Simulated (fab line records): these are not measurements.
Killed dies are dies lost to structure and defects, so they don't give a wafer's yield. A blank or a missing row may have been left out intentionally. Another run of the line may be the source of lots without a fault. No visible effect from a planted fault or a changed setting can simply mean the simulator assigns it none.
Split-lot trial -- flow gf180mcu -- 5 lots, 23 wafers read, on a route of 602 steps

## THE SPLIT
At GF_V4_CVD_23 (deposits W, target thk 350 nm, time 104.9 s), the setting pressureTorr was moved away from the recipe's 40 Torr on 20 of the 23 wafers read, by -14.8% to +13.2%. This setting was run at the recipe's value on the other wafers.

## BETWEEN THE SPLIT AND THE READING: the file shows 1 step in between
- GF_V4_RS_MEAS_24: measures by four-point-probe

## THE READING
V4_W_THK, in nm, at GF_V4_THK_MEAS_25 (measures by xrf). A value of 345 nm with a standard deviation of 5.1 nm is what fault-free wafers of this fab line usually give.

wafer,"tool, chamber at the split","pressureTorr as run, Torr",against the recipe,"V4_W_THK, nm",against lot-mates on the recipe
L076.1,"cvdW-01, 1",45.28,+13.2%,373,no lot-mate on the recipe
L076.2,"cvdW-01, 0",45.28,+13.2%,366,no lot-mate on the recipe
L076.3,"cvdW-01, 1",45.28,+13.2%,365,no lot-mate on the recipe
L076.4,"cvdW-01, 0",45.28,+13.2%,367,no lot-mate on the recipe
L076.5,"cvdW-01, 0",45.28,+13.2%,368,no lot-mate on the recipe
L078.2,"cvdW-01, 1",41.75,+4.4%,354,no lot-mate on the recipe
L078.3,"cvdW-01, 1",41.75,+4.4%,354,no lot-mate on the recipe
L078.4,"cvdW-01, 0",41.75,+4.4%,349,no lot-mate on the recipe
L078.5,"cvdW-01, 0",41.75,+4.4%,347,no lot-mate on the recipe
L078.6,"cvdW-01, 1",41.75,+4.4%,351,no lot-mate on the recipe
L079.1,"cvdW-01, 0",40,recipe,340,-
L079.4,"cvdW-01, 1",40,recipe,340,-
L079.5,"cvdW-01, 0",40,recipe,342,-
L082.1,"cvdW-01, 0",38.38,-4.0%,329,no lot-mate on the recipe
L082.2,"cvdW-01, 1",38.38,-4.0%,331,no lot-mate on the recipe
L082.3,"cvdW-01, 0",38.38,-4.0%,331,no lot-mate on the recipe
L082.5,"cvdW-01, 0",38.38,-4.0%,326,no lot-mate on the recipe
L082.6,"cvdW-01, 1",38.38,-4.0%,334,no lot-mate on the recipe
L084.1,"cvdW-02, 1",34.06,-14.8%,322,no lot-mate on the recipe
L084.2,"cvdW-02, 1",34.06,-14.8%,317,no lot-mate on the recipe
L084.4,"cvdW-02, 1",34.06,-14.8%,320,no lot-mate on the recipe
L084.5,"cvdW-02, 1",34.06,-14.8%,323,no lot-mate on the recipe
L084.6,"cvdW-02, 1",34.06,-14.8%,320,no lot-mate on the recipe

FIT RESULTS
A straight line over all 23 wafers: V4_W_THK changes by +1.74 nm for each +1% of pressureTorr; r = +0.97; the points scatter about the line by 4.3 nm.
Too few moved wafers with a lot-mate on the recipe to fit a line net of each lot's own level.

## THE WHOLE CHAIN: every reading that the file lists as answering this split, in the file's order
step,what it does,reading,change (the file's fit),r (the file's)
GF_V4_CVD_23,"deposits W, target thk 350 nm, time 104.9 s","W_of_V4_CVD_23.thkNm (the simulator's own value, which no gauge read)",+1.79 nm for each +1% of the setting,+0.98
GF_V4_RS_MEAS_24,measures by four-point-probe,V4_W_RS,-0.00174 for each +1% of the setting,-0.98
GF_V4_THK_MEAS_25,measures by xrf,V4_W_THK,+1.74 for each +1% of the setting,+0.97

## THE FILE'S OWN FIT
V4_W_THK changes by +1.74 nm for each +1% of pressureTorr, r = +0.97.
